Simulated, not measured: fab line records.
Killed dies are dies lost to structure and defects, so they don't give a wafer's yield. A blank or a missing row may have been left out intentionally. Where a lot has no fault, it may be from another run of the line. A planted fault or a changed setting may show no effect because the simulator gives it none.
The same fault as seen by 2 desks ; flow sky130 ; each desk has only its own numbers; what lay behind them comes last

## AT THE METROLOGY DESK
Means of the sampled wafers that have a number, per lot and without regard to the tool the lot ran on: this is what the gauges read. A lot is out of limits, marked OUT, if its mean lies more than 4 standard deviations from the usual mean; the brackets give that distance.
Columns: A = METAL3_OVL at SKY_METAL3_OVL_MEAS_14, usual 1 nm
lot;first seen here;A
L738;day 38 14:17;-2
L739;day 38 14:29;-5
L740;day 39 00:28;-3
L743;day 40 14:08;2
L744;day 40 17:01;3
L745;day 41 01:20;7
L746;day 41 12:58;-1
L747;day 41 20:08;6
L748;day 41 20:29;4
L750;day 42 17:05;7
L751;day 42 17:14;2
L753;day 43 00:17;-13
L755;day 43 16:14;9
L756;day 43 19:55;-4
L757;day 43 21:59;5
This desk's finding: nothing out of limits on any of the 15 lots.

## TOOL OWNER'S DESK, cmp-02
The tool's own readings at SKY_VIA3_CMP_24 (polishes, stops on SiO2, t overpolish 20 s, target thk 0 nm): means of the sampled wafers that have a number, for each lot that ran on this tool. A lot is out of limits, marked OUT, if its mean lies more than 4 standard deviations from the usual mean; the brackets give that distance.
Columns: A = motor current A at SKY_VIA3_CMP_24, usual 11.3 A; B = overpolish run s at SKY_VIA3_CMP_24, usual 20.000 s; C = slurry filter dp kPa at SKY_VIA3_CMP_24, usual 13.48 kPa; D = slurry flow ml min at SKY_VIA3_CMP_24, usual 150.0; E = time to endpoint s at SKY_VIA3_CMP_24, usual 95 s
lot;first seen here;A;B;C;D;E
L738;day 39 18:24;12.1;20.004;13.48;150.0;90
L739;day 39 18:49;11.6;20.004;13.48;150.2;92
L740;day 40 04:11;12.0;19.999;13.48;149.6;90
L745;day 42 04:04;12.0;20.005;13.52;150.0;93
L746;day 42 15:30;11.5;20.002;13.42;149.7;92
L747;day 42 22:25;12.1;0.038 (-99 or more) OUT;13.56;150.2;152 (+15) OUT
L750;day 43 18:46;11.0;0.042 (-99 or more) OUT;13.54;150.4;149 (+14) OUT
L751;day 43 19:08;11.9;0.037 (-99 or more) OUT;13.50;150.1;149 (+14) OUT
This desk's finding: out of limits on L747, L750, L751; first on L747, day 42 22:25 (overpolish run s at SKY_VIA3_CMP_24). In limits: L738, L739, L740, L745, L746.

## BROUGHT TOGETHER
The tool owner's desk had the chance to raise an alarm at day 42 22:25 on L747, L750, L751.
Nothing out of limits was seen by the metrology desk.
The metrology desk has L747, L750, L751 on record, within its limits.
Of the lots named, all ran SKY_VIA3_CMP_24 on cmp-02.

## WHAT WAS PUT IN BY THE SIMULATOR
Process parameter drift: cmp-02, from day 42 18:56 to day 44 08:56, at SKY_VIA3_CMP_24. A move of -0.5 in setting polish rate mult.
Shown lots that were struck: L747, L750, L751.
Delay in hours, fault start to first out-of-limits reading, by desk: the tool owner's desk at 3.
